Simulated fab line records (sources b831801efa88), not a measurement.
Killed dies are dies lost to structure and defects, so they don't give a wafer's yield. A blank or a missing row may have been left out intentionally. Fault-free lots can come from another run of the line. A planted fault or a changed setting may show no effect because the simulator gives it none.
Which tool was responsible? | flow gf180mcu | 13 lots, 37 wafers sampled, at 5 steps of a route of 602

## WHAT THE GAUGES SHOWED, per wafer
GF_V2_THK_MEAS_25: measures by xrf. Usual: for V2_W_THK the level is 363 nm and the standard deviation is 7.3.
lot  | measured     | on            | V2_W_THK (nm) | flag
L496 | day 20 08:00 | film metro-03 | 363 362       |
L497 | day 20 16:50 | film metro-02 | 358 361 361   |
L498 | day 21 04:53 | film metro-03 | 376 369 366   |
L499 | day 21 10:19 | film metro-01 | 360 351 354   |
L503 | day 23 08:42 | film metro-03 | 370 366 355   |
L505 | day 23 16:47 | film metro-03 | 371 364 361   |
L511 | day 25 14:06 | film metro-03 | 362 375 354   |
L512 | day 25 18:10 | film metro-01 | 366 364 353   |
L514 | day 26 13:38 | film metro-03 | 370 368 359   |
L515 | day 26 20:46 | film metro-01 | 369 354 367   |
L517 | day 27 07:56 | film metro-02 | 368 365 351   |
L518 | day 27 17:20 | film metro-03 | 370 356       |
L519 | day 27 23:40 | film metro-02 | 363 380 358   |

GF_M3_CD_MEAS_14 targets a cd of 280 nm. Usual: 279.7 nm for cd nm, sd 1.1.
lot  | measured     | on        | cd nm (nm)        | flag
L496 | day 21 08:58 | cd sem-01 | 279.8 278.5       |
L497 | day 21 17:41 | cd sem-01 | 279.0 279.4 279.4 |
L498 | day 22 04:49 | cd sem-01 | 279.9 279.2 278.4 |
L499 | day 22 11:29 | cd sem-01 | 280.0 279.4 280.3 |
L503 | day 24 07:40 | cd sem-02 | 278.4 277.8 277.8 |
L505 | day 24 15:31 | cd sem-01 | 278.1 276.9 278.2 |
L511 | day 26 11:43 | cd sem-01 | 280.6 281.4 281.6 |
L512 | day 26 15:35 | cd sem-02 | 279.9 279.9 280.5 |
L514 | day 27 10:41 | cd sem-01 | 279.2 280.3 280.1 |
L515 | day 27 17:19 | cd sem-02 | 279.8 279.0 280.0 |
L517 | day 28 03:58 | cd sem-02 | 278.7 277.5 280.2 |
L518 | day 28 13:34 | cd sem-01 | 279.7 280.4       |
L519 | day 28 19:36 | cd sem-01 | 280.3 280.3 280.0 |

GF_V3_THK_MEAS_01. Usual: for V3_CVD_00_THK the level is 600 nm and the standard deviation is 5.6.
lot  | measured     | on            | V3_CVD_00_THK (nm) | flag
L496 | day 21 09:52 | film metro-02 | 601 600            |
L497 | day 21 18:36 | film metro-01 | 599 600 604        |
L498 | day 22 05:41 | film metro-01 | 607 597 597        |
L499 | day 22 12:29 | film metro-04 | 605 604 604        |
L503 | day 24 08:35 | film metro-02 | 289 296 300        | OFF
L505 | day 24 16:25 | film metro-04 | 296 287 295        | OFF
L511 | day 26 12:36 | film metro-02 | 598 595 593        |
L512 | day 26 16:31 | film metro-04 | 596 598 600        |
L514 | day 27 11:39 | film metro-01 | 610 599 605        |
L515 | day 27 18:14 | film metro-04 | 605 604 598        |
L517 | day 28 04:50 | film metro-01 | 605 601 605        |
L518 | day 28 14:26 | film metro-02 | 601 603            |
L519 | day 28 20:28 | film metro-01 | 593 602 601        |

## TOOL THAT RAN EACH LOT (tool first, then ch and the chambers of the sampled wafers, then the start)
lot  | GF_M3_SPUTTER_00             | GF_V3_CVD_00
L496 | pvd sputter-04, day 20 08:22 | hdpcvd-02 ch 0, day 21 09:47
L497 | pvd sputter-04, day 20 17:11 | hdpcvd-02 ch 0,2, day 21 18:31
L498 | pvd sputter-02, day 21 05:14 | hdpcvd-02 ch 0,1,2, day 22 05:35
L499 | pvd sputter-02, day 21 10:57 | hdpcvd-02 ch 1,2, day 22 12:25
L503 | pvd sputter-02, day 23 09:04 | hdpcvd-02 ch 0,1,2, day 24 08:31
L505 | pvd sputter-04, day 23 17:09 | hdpcvd-02 ch 0,1,2, day 24 16:20
L511 | pvd sputter-02, day 25 14:28 | hdpcvd-01 ch 0,1, day 26 12:31
L512 | pvd sputter-04, day 25 18:31 | hdpcvd-01 ch 0,1, day 26 16:25
L514 | pvd sputter-02, day 26 13:59 | hdpcvd-01 ch 0,1,2, day 27 11:34
L515 | pvd sputter-01, day 26 21:07 | hdpcvd-01 ch 0,1,2, day 27 18:10
L517 | pvd sputter-01, day 27 08:17 | hdpcvd-01 ch 0,1, day 28 04:44
L518 | pvd sputter-01, day 27 17:40 | hdpcvd-01 ch 0,1, day 28 14:22
L519 | pvd sputter-02, day 28 00:00 | hdpcvd-02 ch 0,1,2, day 28 20:22
- GF_M3_SPUTTER_00: material Ti, target thk 37.5 nm, time 150 s.
- GF_V3_CVD_00: deposits SiO2, target thk 600 nm, time 100 s.

## AS READ BY THE TOOLS THEMSELVES (means over the sampled wafers that have a number; for cases with no such wafer, the mark the record gives instead)
GF_M3_SPUTTER_00. Usual: 30.1 % for throttle valve pct, sd 1.3.
lot  | tool           | throttle valve pct (%) | flag
L496 | pvd sputter-04 | 31.4                   |
L497 | pvd sputter-04 | 31.1                   |
L498 | pvd sputter-02 | 29.5                   |
L499 | pvd sputter-02 | 28.9                   |
L503 | pvd sputter-02 | 29.2                   |
L505 | pvd sputter-04 | 31.1                   |
L511 | pvd sputter-02 | 29.0                   |
L512 | pvd sputter-04 | 31.7                   |
L514 | pvd sputter-02 | 29.5                   |
L515 | pvd sputter-01 | 27.9                   |
L517 | pvd sputter-01 | 30.6                   |
L518 | pvd sputter-01 | 30.1                   |
L519 | pvd sputter-02 | 29.3                   |

GF_V3_CVD_00. Usual: pressure mtorr 6.001 mTorr, standard deviation 0.012; sih4 flow sccm 59.97 sccm, standard deviation 0.2.
lot  | tool      | pressure mtorr (mTorr) | sih4 flow sccm (sccm) | flag
L496 | hdpcvd-02 | 6.018                  | 59.94                 |
L497 | hdpcvd-02 | 5.996                  | 60.02                 |
L498 | hdpcvd-02 | 6.000                  | 60.20                 |
L499 | hdpcvd-02 | 6.005                  | 59.86                 |
L503 | hdpcvd-02 | 6.002                  | 29.93                 | OFF
L505 | hdpcvd-02 | 6.001                  | 30.03                 | OFF
L511 | hdpcvd-01 | 5.998                  | 59.99                 |
L512 | hdpcvd-01 | 6.008                  | 60.00                 |
L514 | hdpcvd-01 | 5.986                  | 59.83                 |
L515 | hdpcvd-01 | 6.012                  | 60.10                 |
L517 | hdpcvd-01 | 6.004                  | 59.97                 |
L518 | hdpcvd-01 | 5.998                  | 59.85                 |
L519 | hdpcvd-02 | 5.998                  | 60.02                 |

## THE ANSWER, worked out from the rows above alone
Rule: take the mean of a lot's wafers that have a number; if it is more than 3 standard deviations from the usual mean, the lot is off. A lot without any number at a reading at which 4 lots or more have one is off too. Any other lot the step has rows for is counted as sound. The gauges are gone through in route order, then the tools' own readings, and for those a lot's mean is taken as printed above. The first step at which some lot is off is used, and at that step the reading that is off furthest; a lot without a number counts as furthest.
Off: at GF_V3_THK_MEAS_01 (V3_CVD_00_THK), L503, L505.
A tool fits if, at a process step before that reading, it ran every lot that is off, and no sound lot after the first of them. Not tried: the gauges at GF_V3_THK_MEAS_01; whatever is off there is also off at GF_V3_CVD_00, on other tools, and gauge error can't account for it. Of those tried, none fits.

## WHAT THE SIMULATOR HAD INSERTED
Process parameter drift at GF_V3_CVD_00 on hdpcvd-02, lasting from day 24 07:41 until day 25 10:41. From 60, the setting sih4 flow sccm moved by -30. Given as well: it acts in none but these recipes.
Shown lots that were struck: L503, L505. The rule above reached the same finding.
